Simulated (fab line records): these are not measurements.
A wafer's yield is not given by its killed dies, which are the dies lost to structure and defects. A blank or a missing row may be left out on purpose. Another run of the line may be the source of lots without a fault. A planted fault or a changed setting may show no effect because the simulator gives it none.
fab line records	flow gf180mcu
record lots=12	wafers=36	last-day=34
route steps=602 shown VT_IMPLANT@135 POLY_GATE@169 HV_LDD@184
lots untouched by any fault: they come from a run of this same line in which no faults occurred
start-h: hours from the record's first day to the start of the lot's first wafer shown	wait-h: how many hours have passed since the lot's step before this one	" identical to the entry in the row above	L1.1+2: a single row standing in for several wafers	- no value, or no start given	* or withheld: withheld	< > ~ a bound
route shown NAME@n: names a module that has steps shown in the file, with the first one's number in the route	usual: mean/standard deviation of fault-free wafers	same: alike in all rows	chamber/n: place in a boat	sites: per-site readings	_std_site: how widely they spread, as a standard deviation	_edge_site: the outer-site mean with the inner-site mean subtracted	radius-mm: for every site, how far away it sits from the centre of the wafer	mask NAME#n: copy n	behind: tool/chamber where the wafer was last shaped	hold: why the lot went on hold/how many hours it stayed there/how the hold came to an end	device: which transistor (n, p or np) failed to switch	end of line: tests run on the same wafers once the route is complete	where a step has no rows: the recipe by itself	killed: the dies lost at the first sort to structure and to defects; this is not the yield of the wafer	map: a wafer's dies, marking killed ones x, the rest . and places with no die _
set.NAME: the setting that was run; set.NAME@STEP: the one run at that earlier step	model.NAME: the simulator's own value behind a step, which no gauge read
one table for each step of the route and one row for each wafer, over a sample of lots
services: when a tool's chamber went out of use (start-h, in hours from the record's first day, below 0 if earlier), for how many hours, and the reason
## steps
# step GF_VT_IMPLANT_RTA_45
# recipe temp-c=1050	time-s=32.45	ambient=N2
# usual lamp-power-pct=33.3/0.75	wafer_temp_C_max=1053.5/0.77
lot.wafer	tool	chamber	start-h	wait-h	lamp-power-pct	wafer_temp_C_max
L452.3	rtp-anneal-01	0	158.91	0.0	34.4	1052.4
L452.5	"	0	"	"	34.5	1052.7
L452.6	"	0	"	"	34.4	1053.0
L453.2	rtp-anneal-02	0	165.24	0.0	32.8	1054.1
L453.3	"	0	"	"	32.8	1053.7
L453.5	"	0	"	"	32.7	1052.3
L455.3	rtp-anneal-02	0	178.62	0.0	32.8	1054.2
L455.5	"	0	"	"	32.8	1053.4
L455.6	"	0	"	"	32.8	1053.9
L459.2	rtp-anneal-02	0	205.72	0.0	32.8	1053.2
L459.4	"	0	"	"	32.8	1053.2
L459.6	"	0	"	"	32.8	1052.4
L463.2	rtp-anneal-02	0	233.90	0.0	32.8	1053.1
L463.3	"	0	"	"	32.8	1053.5
L463.5	"	0	"	"	32.8	1052.5
L465.1	rtp-anneal-02	0	244.85	0.0	32.7	1053.4
L465.3	"	0	"	"	32.8	1053.4
L465.4	"	0	"	"	32.7	1052.4
L466.2	rtp-anneal-01	0	253.22	0.0	34.4	1054.1
L466.3	"	0	"	"	34.5	1055.2
L466.5	"	0	"	"	34.4	1053.7
L469.2	rtp-anneal-02	0	272.62	0.0	32.8	1055.3
L469.3	"	0	"	"	32.8	1053.3
L469.6	"	0	"	"	32.7	1054.4
L472.1	rtp-anneal-02	0	294.03	0.0	32.8	1052.4
L472.3	"	0	"	"	32.8	1053.8
L472.5	"	0	"	"	32.8	1052.8
L473.1	rtp-anneal-02	0	300.90	0.0	32.8	1053.6
L473.4	"	0	"	"	32.8	1052.7
L473.5	"	0	"	"	32.8	1053.0
L474.1	rtp-anneal-02	0	308.00	0.0	32.8	1053.3
L474.3	"	0	"	"	32.8	1053.4
L474.5	"	0	"	"	32.8	1053.9
L475.3	rtp-anneal-01	0	312.30	0.0	34.5	1054.9
L475.5	"	0	"	"	34.4	1054.7
L475.6	"	0	"	"	34.4	1054.9
# step GF_POLY_GATE_ETCH_12
# recipe chemistry=N2/H2	target-depth-a=withheld	overetch-a=withheld	time-s=withheld	target=BARC	ion-energy-ev=200	source-w=500	bias-w=100	pressure-mtorr=30	n2-flow-sccm=100	h2-flow-sccm=200
# usual drypump-motor-current-A=5.7/0.37	oes-product-au=0.735/0.0051	throttle-valve-pct=13.215/0.0097
lot.wafer	tool	chamber	start-h	wait-h	drypump-motor-current-A	oes-product-au	throttle-valve-pct
L452.3	rie-diel-01	2	198.28	0.0	5.1	0.732	13.208
L452.5	"	1	"	"	6.1	0.728	13.213
L452.6	"	2	"	"	5.1	0.729	13.201
L453.2	rie-diel-01	1	204.43	0.0	6.1	0.740	13.214
L453.3	"	2	"	"	5.0	0.742	13.208
L453.5	"	0	"	"	5.8	0.737	13.216
L455.3	rie-diel-01	3	218.70	0.0	5.4	0.736	13.202
L455.5	"	0	"	"	5.8	0.727	13.214
L455.6	"	1	"	"	6.1	0.732	13.215
L459.2	rie-diel-01	2	247.86	0.0	5.1	0.743	13.224
L459.4	"	0	"	"	5.8	0.745	13.209
L459.6	"	0	"	"	5.8	0.743	13.199
L463.2	rie-diel-02	2	276.71	0.0	5.7	0.734	13.216
L463.3	"	3	"	"	5.3	0.737	13.221
L463.5	"	3	"	"	5.3	0.740	13.219
L465.1	rie-diel-02	0	290.63	0.0	6.1	0.731	13.196
L465.3	"	2	"	"	5.7	0.738	13.218
L465.4	"	1	"	"	6.3	0.734	13.224
L466.2	rie-diel-01	3	298.78	0.0	5.4	0.735	13.214
L466.3	"	2	"	"	5.1	0.728	13.225
L466.5	"	3	"	"	5.4	0.734	13.216
L469.2	rie-diel-02	3	318.39	0.0	5.2	0.732	13.224
L469.3	"	1	"	"	6.3	0.727	13.218
L469.6	"	0	"	"	6.0	0.739	13.217
L472.1	rie-diel-04	2	341.63	0.0	5.9	0.733	13.211
L472.3	"	1	"	"	5.8	0.741	13.219
L472.5	"	3	"	"	5.6	0.735	13.215
L473.1	rie-diel-02	3	347.94	0.0	5.3	0.739	13.213
L473.4	"	1	"	"	6.3	0.733	13.204
L473.5	"	3	"	"	5.3	0.736	13.198
L474.1	rie-diel-02	3	356.81	0.0	5.2	0.733	13.213
L474.3	"	1	"	"	6.3	0.737	13.195
L474.5	"	1	"	"	6.3	0.729	13.233
L475.3	rie-diel-02	0	361.27	0.0	6.0	0.734	13.225
L475.5	"	1	"	"	6.3	0.726	13.212
L475.6	"	2	"	"	5.7	0.730	13.204
# step GF_HV_LDD_OVL_MEAS_08
# usual HV_LDD_OVL=0.5/1.5
lot.wafer	tool	chamber	start-h	wait-h	HV_LDD_OVL[nm]
L452.3	overlay-01	-	218.97	0.1	0.9
L452.5	"	-	"	"	1.6
L452.6	"	-	"	"	1.8
L453.2	overlay-02	-	223.75	0.1	4.6
L453.3	"	-	"	"	2.2
L453.5	"	-	"	"	1.4
L455.3	overlay-02	-	239.02	0.1	-0.1
L455.5	"	-	"	"	1.5
L455.6	"	-	"	"	0.3
L459.2	overlay-02	-	269.75	0.1	-0.6
L459.4	"	-	"	"	-0.7
L459.6	"	-	"	"	-0.6
L463.2	overlay-01	-	298.40	0.1	0.0
L463.3	"	-	"	"	0.8
L463.5	"	-	"	"	0.4
L465.1	overlay-02	-	312.56	0.1	0.3
L465.3	"	-	"	"	-0.8
L465.4	"	-	"	"	-1.9
L466.2	overlay-01	-	320.60	0.1	-1.0
L466.3	"	-	"	"	-0.4
L466.5	"	-	"	"	-1.4
L469.2	overlay-01	-	341.25	0.1	-0.7
L469.3	"	-	"	"	-2.1
L469.6	"	-	"	"	0.3
L472.1	overlay-01	-	365.59	0.1	3.1
L472.3	"	-	"	"	1.3
L472.5	"	-	"	"	2.5
L473.1	overlay-02	-	371.59	0.1	2.6
L473.4	"	-	"	"	2.1
L473.5	"	-	"	"	2.2
L474.1	overlay-02	-	381.44	0.1	3.1
L474.3	"	-	"	"	2.4
L474.5	"	-	"	"	1.3
L475.3	overlay-02	-	386.37	0.1	4.1
L475.5	"	-	"	"	1.0
L475.6	"	-	"	"	1.1
# step GF_HV_LDD_IMPLANT_09
# recipe species=As	energy-kev=40	dose-cm2=1e+14	tilt-deg=7
# usual beam-energy-keV=39.998/0.013
lot.wafer	tool	chamber	start-h	wait-h	beam-energy-keV
L452.3	implanter-02	0	219.05	0.1	40.004
L452.5	"	0	"	"	40.015
L452.6	"	0	"	"	40.016
L453.2	implanter-04	0	223.80	0.0	40.025
L453.3	"	0	"	"	40.013
L453.5	"	0	"	"	40.009
L455.3	implanter-04	0	239.09	0.1	39.986
L455.5	"	0	"	"	39.994
L455.6	"	0	"	"	40.002
L459.2	implanter-02	0	269.80	0.0	39.978
L459.4	"	0	"	"	40.008
L459.6	"	0	"	"	39.993
L463.2	implanter-04	0	298.85	0.4	40.009
L463.3	"	0	"	"	40.001
L463.5	"	0	"	"	40.012
L465.1	implanter-02	0	312.59	0.0	50.341
L465.3	"	0	"	"	50.353
L465.4	"	0	"	"	50.356
L466.2	implanter-02	0	320.65	0.0	50.337
L466.3	"	0	"	"	50.339
L466.5	"	0	"	"	50.342
L469.2	implanter-02	0	341.30	0.0	50.345
L469.3	"	0	"	"	50.343
L469.6	"	0	"	"	50.335
L472.1	implanter-01	0	365.62	0.0	40.013
L472.3	"	0	"	"	39.999
L472.5	"	0	"	"	40.005
L473.1	implanter-04	0	371.62	0.0	40.002
L473.4	"	0	"	"	39.987
L473.5	"	0	"	"	39.997
L474.1	implanter-04	0	381.48	0.0	39.997
L474.3	"	0	"	"	40.007
L474.5	"	0	"	"	39.987
L475.3	implanter-04	0	386.44	0.1	40.018
L475.5	"	0	"	"	39.989
L475.6	"	0	"	"	40.006
# step GF_HV_LDD_TW_MEAS_11
# usual HV_LDD_TW=2408/24
lot.wafer	tool	chamber	start-h	wait-h	HV_LDD_TW
L452.3	film-metro-02	-	219.27	0.1	2445
L452.5	"	-	"	"	2439
L452.6	"	-	"	"	2436
L453.2	film-metro-03	-	224.04	0.1	2399
L453.3	"	-	"	"	2421
L453.5	"	-	"	"	2383
L455.3	film-metro-03	-	239.31	0.1	2414
L455.5	"	-	"	"	2401
L455.6	"	-	"	"	2393
L459.2	film-metro-04	-	270.04	0.1	2378
L459.4	"	-	"	"	2387
L459.6	"	-	"	"	2393
L463.2	film-metro-02	-	299.08	0.1	2424
L463.3	"	-	"	"	2432
L463.5	"	-	"	"	2426
L465.1	film-metro-03	-	312.84	0.1	2533
L465.3	"	-	"	"	2534
L465.4	"	-	"	"	2539
L466.2	film-metro-04	-	320.89	0.1	2543
L466.3	"	-	"	"	2540
L466.5	"	-	"	"	2549
L469.2	film-metro-04	-	341.54	0.1	2579
L469.3	"	-	"	"	2562
L469.6	"	-	"	"	2568
L472.1	film-metro-04	-	365.87	0.1	2387
L472.3	"	-	"	"	2383
L472.5	"	-	"	"	2400
L473.1	film-metro-02	-	371.87	0.1	2450
L473.4	"	-	"	"	2441
L473.5	"	-	"	"	2441
L474.1	film-metro-02	-	381.73	0.1	2430
L474.3	"	-	"	"	2437
L474.5	"	-	"	"	2443
L475.3	film-metro-02	-	386.66	0.1	2434
L475.5	"	-	"	"	2431
L475.6	"	-	"	"	2429
# step GF_HV_LDD_RS_MEAS_53
# recipe thk-meas-gauge=four-point-probe
# usual HV_LDD_RS=418.8/0.87
lot.wafer	tool	chamber	start-h	wait-h	HV_LDD_RS[ohm/sq]
L452.3	film-metro-02	-	276.15	0.1	417.7
L452.5	"	-	"	"	419.0
L452.6	"	-	"	"	418.1
L453.2	film-metro-03	-	281.33	0.1	417.7
L453.3	"	-	"	"	417.3
L453.5	"	-	"	"	417.0
L455.3	film-metro-04	-	299.14	0.1	418.0
L455.5	"	-	"	"	418.3
L455.6	"	-	"	"	418.3
L459.2	film-metro-04	-	332.49	0.1	419.1
L459.4	"	-	"	"	419.0
L459.6	"	-	"	"	417.5
L463.2	film-metro-04	-	364.18	0.1	419.1
L463.3	"	-	"	"	418.3
L463.5	"	-	"	"	417.7
L465.1	film-metro-04	-	379.75	0.1	414.7
L465.3	"	-	"	"	414.5
L465.4	"	-	"	"	414.7
L466.2	film-metro-02	-	387.67	0.1	413.6
L466.3	"	-	"	"	413.7
L466.5	"	-	"	"	413.7
L469.2	film-metro-03	-	409.87	0.1	413.2
L469.3	"	-	"	"	413.0
L469.6	"	-	"	"	413.7
L472.1	film-metro-04	-	436.02	0.1	419.4
L472.3	"	-	"	"	418.7
L472.5	"	-	"	"	418.5
L473.1	film-metro-02	-	443.45	0.1	416.4
L473.4	"	-	"	"	417.3
L473.5	"	-	"	"	417.3
L474.1	film-metro-04	-	454.25	0.1	418.5
L474.3	"	-	"	"	419.6
L474.5	"	-	"	"	418.0
L475.3	film-metro-03	-	459.70	0.1	418.7
L475.5	"	-	"	"	419.1
L475.6	"	-	"	"	418.4
## services
tool	chamber	start-h	hours	kind
implanter-04	-	136.11	0.8	repair
rie-diel-02	2	153.69	9.1	repair
rie-diel-01	1	158.33	2.8	repair
rtp-anneal-02	-	160.06	4.5	pm
implanter-02	-	169.74	14.5	repair
rie-diel-02	3	171.28	5.5	repair
rie-diel-01	0	177.17	5.4	repair
implanter-01	-	192.76	2.8	pm
rie-diel-02	3	197.25	15.4	repair
rie-diel-01	3	204.30	5.4	repair
implanter-02	-	220.55	16.7	pm
implanter-04	-	229.27	6.0	pm
implanter-01	-	231.41	99.8	repair
implanter-02	-	237.29	3.8	pm
implanter-04	-	244.03	2.1	repair
rie-diel-01	1	253.06	22.8	repair
rtp-anneal-02	-	264.03	0.9	pm
rie-diel-01	0	268.56	48.7	repair
rie-diel-02	3	271.31	4.4	repair
rie-diel-04	-	278.22	14.6	pm
rie-diel-02	-	282.81	3.3	repair
implanter-02	-	297.01	2.0	repair
implanter-04	-	338.05	27.8	repair
rie-diel-02	3	364.64	5.8	repair
## key
first-sign step=GF_HV_LDD_IMPLANT_09	reading=beam-energy-keV	direction=up	sigmas=99+	usual=39.998	struck=50.344
effect step=GF_HV_LDD_TW_MEAS_11	reading=HV_LDD_TW	direction=up	sigmas=5.8	usual=2408	struck=2550
effect step=GF_HV_LDD_RS_MEAS_53	reading=HV_LDD_RS	direction=down	sigmas=5.7	usual=418.8	struck=413.9
met-at GF_HV_LDD_IMPLANT_09
struck-lots L465,L466,L469
tester-left-out L465,L466,L469
not-acting-at GF_VT_IMPLANT_RTA_45,GF_POLY_GATE_ETCH_12,GF_HV_LDD_OVL_MEAS_08
onset-between 269.80 312.59
fault kind=process-parameter-drift	tool=implanter-02	chamber=-	onset-h=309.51	steps=GF_HV_LDD_IMPLANT_09	channel=energy-kev	offset=10.355	shape=step	end-h=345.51	acts-in=these-recipes-only	stated=40
# tester-left-out: of these lots the tester's yield and bins aren't shown, on N5 and GAA mostly nor the transistor test; their killed dies are dies lost to structure and defects alone, not to doping, threshold or leakage, so they don't give the yield
